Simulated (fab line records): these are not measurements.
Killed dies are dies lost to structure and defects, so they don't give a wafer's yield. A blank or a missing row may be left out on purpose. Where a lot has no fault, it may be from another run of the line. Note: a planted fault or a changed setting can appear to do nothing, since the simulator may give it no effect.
The tool behind it: which one?    flow gf180mcu    13 lots, 39 wafers sampled, at 4 steps of a route of 602

WHAT THE GAUGES READ, wafer by wafer
GF_PASSIVATION_THK_MEAS_01. Usual: PASSIVATION_CVD_00_THK 1003 nm, standard deviation 13.
lot   measured      on             PASSIVATION_CVD_00_THK (nm)  flag
L960  day 27 23:15  film-metro-04  1007 1009 1021               
L961  day 28 11:24  film-metro-03  989 974 1015                 
L962  day 28 17:37  film-metro-03  992 999 1003                 
L964  day 29 02:08  film-metro-03  1001 1016 1013               
L965  day 29 19:03  film-metro-04  996 983 990                  
L967  day 30 05:37  film-metro-03  1011 1008 1008               
L969  day 30 21:52  film-metro-03  972 1010 997                 
L970  day 31 04:20  film-metro-02  1004 1028 1014               
L972  day 31 16:29  film-metro-03  973 1003 999                 
L973  day 32 04:18  film-metro-02  1001 1022 1007               
L976  day 32 17:43  film-metro-04  997 1000 1012                
L978  day 33 10:31  film-metro-03  997 1005 1018                
L979  day 33 13:04  film-metro-02  986 987 985                  

GF_PASSIVATION_BOW_MEAS_14. Usual: PASSIVATION_BOW 135 um, standard deviation 9.7.
lot   measured      on             PASSIVATION_BOW (um)  flag
L960  day 28 20:11  film-metro-04  143 149 146           
L961  day 29 08:13  film-metro-02  146 144 135           
L962  day 29 14:41  film-metro-03  137 133 126           
L964  day 29 23:25  film-metro-02  130 123 130           
L965  day 30 15:02  film-metro-03  132 125 135           
L967  day 31 01:53  film-metro-04  136 143 136           
L969  day 31 17:00  film-metro-03  136 143 140           
L970  day 32 00:06  film-metro-04  112 128 116           
L972  day 32 11:26  film-metro-03  140 134 141           
L973  day 32 22:44  film-metro-02  129 134 148           
L976  day 33 11:54  film-metro-04  140 146 139           
L978  day 34 03:56  film-metro-02  149 137 135           
L979  day 34 06:40  film-metro-04  137 129 142           

TOOL THAT RAN EACH LOT (tool first, then ch and the chambers of the sampled wafers, then the start)
lot   GF_STI_ETCH_14                   GF_V5_SPUTTER_22
L960  rie-si-01 ch 0,1, day 2 01:51    pvd-sputter-01, day 27 01:25
L961  rie-si-02 ch 2,3, day 2 08:29    pvd-sputter-01, day 27 14:16
L962  rie-si-02 ch 1,2,3, day 2 13:22  pvd-sputter-02, day 27 20:20
L964  rie-si-01 ch 0,1,2, day 2 21:52  pvd-sputter-01, day 28 04:32
L965  rie-si-01 ch 0,2,3, day 3 04:48  pvd-sputter-01, day 28 22:09
L967  rie-si-01 ch 1,2,3, day 3 12:34  pvd-sputter-02, day 29 09:10
L969  rie-si-01 ch 0,1,2, day 3 23:42  pvd-sputter-02, day 30 01:56
L970  rie-si-02 ch 0,1, day 4 06:52    pvd-sputter-01, day 30 08:47
L972  rie-si-02 ch 0,2,3, day 4 16:16  pvd-sputter-03, day 30 21:16
L973  rie-si-02 ch 0,1,3, day 4 20:34  pvd-sputter-01, day 31 09:17
L976  rie-si-01 ch 0,1,2, day 5 10:52  pvd-sputter-01, day 31 23:33
L978  rie-si-01 ch 0,2,3, day 6 00:54  pvd-sputter-02, day 32 16:25
L979  rie-si-02 ch 0,2,3, day 6 05:40  pvd-sputter-02, day 32 19:59
- GF_STI_ETCH_14: etches Si in HBr/Cl2/O2, target depth 360 nm, time 102.9 s.
- GF_V5_SPUTTER_22: material TiN, target thk 10 nm, time 40 s.

AS READ BY THE TOOLS THEMSELVES (means over the sampled wafers that have a number; for cases with no such wafer, the mark the record gives instead)
GF_STI_ETCH_14. Usual: chamber-pressure-mTorr 14.999 mTorr, standard deviation 0.014; drypump-motor-current-A 5.9 A, standard deviation 0.46; oes-product-au 0.994 a.u., standard deviation 0.015; throttle-valve-pct 25.661 %, standard deviation 0.013.
lot   tool       chamber-pressure-mTorr (mTorr)  drypump-motor-current-A (A)  oes-product-au (a.u.)  throttle-valve-pct (%)  flag
L960  rie-si-01  14.999                          6.3                          0.994                  25.668                  
L961  rie-si-02  14.996                          6.0                          1.006                  25.651                  
L962  rie-si-02  14.986                          6.0                          0.993                  25.656                  
L964  rie-si-01  15.003                          6.0                          0.994                  25.658                  
L965  rie-si-01  15.007                          5.7                          1.002                  25.649                  
L967  rie-si-01  14.999                          6.1                          0.997                  25.658                  
L969  rie-si-01  14.999                          6.1                          0.995                  25.669                  
L970  rie-si-02  14.995                          5.7                          0.986                  25.661                  
L972  rie-si-02  15.016                          5.7                          1.005                  25.645                  
L973  rie-si-02  15.018                          5.7                          0.993                  25.663                  
L976  rie-si-01  15.010                          6.1                          0.984                  25.669                  
L978  rie-si-01  14.995                          5.8                          0.987                  25.659                  
L979  rie-si-02  14.994                          5.7                          1.000                  25.649                  

GF_V5_SPUTTER_22. Usual: throttle-valve-pct reads 30.4 % (standard deviation 1.1).
lot   tool            throttle-valve-pct (%)  flag
L960  pvd-sputter-01  32.0                    
L961  pvd-sputter-01  31.1                    
L962  pvd-sputter-02  29.8                    
L964  pvd-sputter-01  31.3                    
L965  pvd-sputter-01  30.4                    
L967  pvd-sputter-02  30.0                    
L969  pvd-sputter-02  30.0                    
L970  pvd-sputter-01  31.3                    
L972  pvd-sputter-03  30.3                    
L973  pvd-sputter-01  31.6                    
L976  pvd-sputter-01  31.2                    
L978  pvd-sputter-02  29.9                    
L979  pvd-sputter-02  30.2                    

THE ANSWER, worked out from the rows above alone
Rule: a lot counts as off when the mean over its wafers that have a number is more than 3 standard deviations away from the usual mean. A lot without any number at a reading at which 4 lots or more have one is off too. Where the step has rows for the other lots, those lots are counted as sound. Order of review: gauges by route order, followed by the tools' own readings, for which a lot's mean as printed above is used. The first step at which some lot is off is used, and at that step the reading that is off furthest; a lot without a number counts as furthest.
None of the lots is off at any reading shown; this tells nothing.

WHAT THE SIMULATOR HAD INSERTED
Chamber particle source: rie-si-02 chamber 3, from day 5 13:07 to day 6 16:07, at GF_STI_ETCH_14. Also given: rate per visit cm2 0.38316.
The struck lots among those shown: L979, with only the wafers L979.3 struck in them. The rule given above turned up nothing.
